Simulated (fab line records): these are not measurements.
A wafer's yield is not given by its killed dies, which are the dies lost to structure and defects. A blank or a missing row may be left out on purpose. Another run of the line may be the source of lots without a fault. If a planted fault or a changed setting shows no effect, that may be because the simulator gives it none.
What tool caused it? + flow gf180mcu + 36 wafers from 12 lots sampled at 4 of the route's 602 steps

WHAT THE GAUGES SHOWED, per wafer
GF_PSD_RS_MEAS_14: the measuring method here is four-point-probe. Usual: NSD_RS 46.11 ohm/sq, standard deviation 0.12.
| lot  | measured     | on           | NSD_RS (ohm/sq)   | flag |
|------|--------------|--------------|-------------------|------|
| L163 | day 14 04:30 | filmMetro-03 | 46.11 46.28 46.22 |      |
| L165 | day 14 16:51 | filmMetro-03 | 46.11 46.06 46.08 |      |
| L166 | day 15 04:49 | filmMetro-03 | 46.19 46.31 46.19 |      |
| L167 | day 15 14:09 | filmMetro-03 | 46.16 46.27 46.03 |      |
| L168 | day 15 17:53 | filmMetro-01 | 46.08 46.16 46.02 |      |
| L171 | day 16 20:09 | filmMetro-01 | 46.01 45.92 46.06 |      |
| L172 | day 17 08:36 | filmMetro-03 | 46.20 46.21 46.22 |      |
| L180 | day 20 05:09 | filmMetro-02 | 51.54 51.43 51.41 | OFF  |
| L181 | day 20 13:06 | filmMetro-03 | 51.29 51.49 51.15 | OFF  |
| L184 | day 21 15:48 | filmMetro-03 | 45.96 46.14 46.20 |      |
| L185 | day 21 20:03 | filmMetro-01 | 45.90 45.93 45.86 |      |
| L186 | day 22 04:22 | filmMetro-01 | 45.96 46.02 45.97 |      |

GF_V1_BOW_MEAS_05. Usual: V1_BOW 83 um, standard deviation 7.1.
| lot  | measured     | on           | V1_BOW (um) | flag |
|------|--------------|--------------|-------------|------|
| L163 | day 17 01:19 | filmMetro-03 | 86 97 73    |      |
| L165 | day 17 15:38 | filmMetro-04 | 80 76 71    |      |
| L166 | day 18 05:17 | filmMetro-03 | 84 82 65    |      |
| L167 | day 18 12:47 | filmMetro-04 | 67 73 80    |      |
| L168 | day 18 18:52 | filmMetro-01 | 77 86 82    |      |
| L171 | day 20 00:26 | filmMetro-01 | 85 97 80    |      |
| L172 | day 20 12:54 | filmMetro-01 | 100 89 88   |      |
| L180 | day 23 08:02 | filmMetro-01 | 78 82 91    |      |
| L181 | day 23 16:17 | filmMetro-01 | 92 93 96    |      |
| L184 | day 24 17:59 | filmMetro-04 | 96 89 81    |      |
| L185 | day 24 22:40 | filmMetro-01 | 77 84 80    |      |
| L186 | day 25 03:30 | filmMetro-04 | 97 89 94    |      |

EACH LOT AND THE TOOL THAT RAN IT (in order: tool; ch and the chambers of the sampled wafers; start)
| lot  | GF_NSD_IMPLANT_09               | GF_NSD_STRIP_11                     |
|------|---------------------------------|-------------------------------------|
| L163 | implanter-04 ch 0, day 13 07:58 | plasmaAsher-01 ch 0,1, day 13 08:16 |
| L165 | implanter-04 ch 0, day 13 18:58 | plasmaAsher-02 ch 0,1, day 13 19:16 |
| L166 | implanter-02 ch 0, day 14 07:29 | plasmaAsher-04 ch 0,1, day 14 07:46 |
| L167 | implanter-01 ch 0, day 14 15:49 | plasmaAsher-04 ch 0,1, day 14 16:07 |
| L168 | implanter-04 ch 0, day 14 19:46 | plasmaAsher-01 ch 0,1, day 14 20:02 |
| L171 | implanter-02 ch 0, day 15 20:49 | plasmaAsher-04 ch 0,1, day 15 21:07 |
| L172 | implanter-04 ch 0, day 16 08:55 | plasmaAsher-04 ch 0,1, day 16 09:13 |
| L180 | implanter-02 ch 0, day 19 04:15 | plasmaAsher-04 ch 0,1, day 19 04:33 |
| L181 | implanter-02 ch 0, day 19 12:46 | plasmaAsher-04 ch 0,1, day 19 13:04 |
| L184 | implanter-04 ch 0, day 20 15:19 | plasmaAsher-04 ch 0, day 20 15:37   |
| L185 | implanter-04 ch 0, day 20 19:54 | plasmaAsher-01 ch 0,1, day 20 20:12 |
| L186 | implanter-04 ch 0, day 21 04:05 | plasmaAsher-04 ch 0,1, day 21 04:20 |
- GF_NSD_IMPLANT_09
- GF_NSD_STRIP_11: strips in O2/N2.

WHAT THE TOOLS THEMSELVES READ (means of the sampled wafers that have a number; where no wafer has one, the mark that the record gives instead)
GF_NSD_IMPLANT_09. Usual: beamOnS 18.6 s, standard deviation 0.75; doseIonsCm2 4e+15, standard deviation 4.2e+12.
| lot  | tool         | beamOnS (s) | doseIonsCm2 | flag |
|------|--------------|-------------|-------------|------|
| L163 | implanter-04 | 18.5        | 4e+15       |      |
| L165 | implanter-04 | 18.1        | 4e+15       |      |
| L166 | implanter-02 | 19.7        | 4e+15       |      |
| L167 | implanter-01 | 17.8        | 4e+15       |      |
| L168 | implanter-04 | 18.4        | 4e+15       |      |
| L171 | implanter-02 | 19.5        | 4e+15       |      |
| L172 | implanter-04 | 18.2        | 4e+15       |      |
| L180 | implanter-02 | 11.0        | 2e+15       | OFF  |
| L181 | implanter-02 | 11.0        | 2e+15       | OFF  |
| L184 | implanter-04 | 18.1        | 4e+15       |      |
| L185 | implanter-04 | 18.4        | 4e+15       |      |
| L186 | implanter-04 | 18.3        | 4e+15       |      |

GF_NSD_STRIP_11. Usual: drypumpMotorCurrentA 5.7 A, standard deviation 0.32; heaterPowerW 331 W, standard deviation 38; oesProductAu 0.487 a.u., standard deviation 0.0048; stripTimeToEndpointS 22.96 s, standard deviation 0.034.
| lot  | tool           | drypumpMotorCurrentA (A) | heaterPowerW (W) | oesProductAu (a.u.) | stripTimeToEndpointS (s) | flag |
|------|----------------|--------------------------|------------------|---------------------|--------------------------|------|
| L163 | plasmaAsher-01 | 6.0                      | 344              | 0.490               | 22.95                    |      |
| L165 | plasmaAsher-02 | 5.7                      | 351              | 0.486               | 22.98                    |      |
| L166 | plasmaAsher-04 | 5.5                      | 336              | 0.486               | 22.97                    |      |
| L167 | plasmaAsher-04 | 5.6                      | 334              | 0.487               | 22.95                    |      |
| L168 | plasmaAsher-01 | 5.8                      | 337              | 0.486               | 22.98                    |      |
| L171 | plasmaAsher-04 | 5.5                      | 307              | 0.486               | 22.98                    |      |
| L172 | plasmaAsher-04 | 5.5                      | 312              | 0.488               | 22.95                    |      |
| L180 | plasmaAsher-04 | 5.5                      | 337              | 0.513               | 20.83                    | OFF  |
| L181 | plasmaAsher-04 | 5.5                      | 310              | 0.521               | 20.81                    | OFF  |
| L184 | plasmaAsher-04 | 5.6                      | 363              | 0.490               | 22.93                    |      |
| L185 | plasmaAsher-01 | 6.0                      | 352              | 0.490               | 22.93                    |      |
| L186 | plasmaAsher-04 | 5.5                      | 334              | 0.485               | 22.97                    |      |

THE ANSWER, worked out from the rows above alone
Rule: a lot counts as off when the mean over its wafers that have a number is more than 3 standard deviations away from the usual mean. A lot without any number at a reading at which 4 lots or more have one is off too. All remaining lots with rows at the step are treated as sound. First the gauges in route order, then the tools' own readings, where a lot's mean is used as printed above. The first step at which some lot is off is used, and at that step the reading that is off furthest; a lot without a number counts as furthest.
Off: at GF_PSD_RS_MEAS_14 (NSD_RS), L180, L181.
A tool fits if, at a process step before that reading, it ran every lot that is off, and no sound lot after the first of them. The gauges at GF_PSD_RS_MEAS_14 aren't tried: what is off there is off at GF_NSD_IMPLANT_09 too, on other tools, and a gauge's error can't cause that. One candidate fits, namely implanter-02 at GF_NSD_IMPLANT_09. Its last sound lot is L171 (day 15 20:49), its first lot that is off L180 (day 19 04:15): a fault that began between those two fits.
The tool's own readings at GF_NSD_IMPLANT_09 bear it out: on the lots that are off they differ by more than 5 times the standard deviation of the sound lots' means. beamOnS reads 11.0 s there against 18.5 s on the sound lots; doseIonsCm2 reads 2e+15 there against 4e+15 on the sound lots.

WHAT THE SIMULATOR HAD PUT IN
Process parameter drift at GF_NSD_IMPLANT_09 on implanter-02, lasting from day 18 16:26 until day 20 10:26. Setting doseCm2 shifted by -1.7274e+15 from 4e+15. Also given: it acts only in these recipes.
Struck lots among those shown: L180, L181. The rule given above showed the same thing.
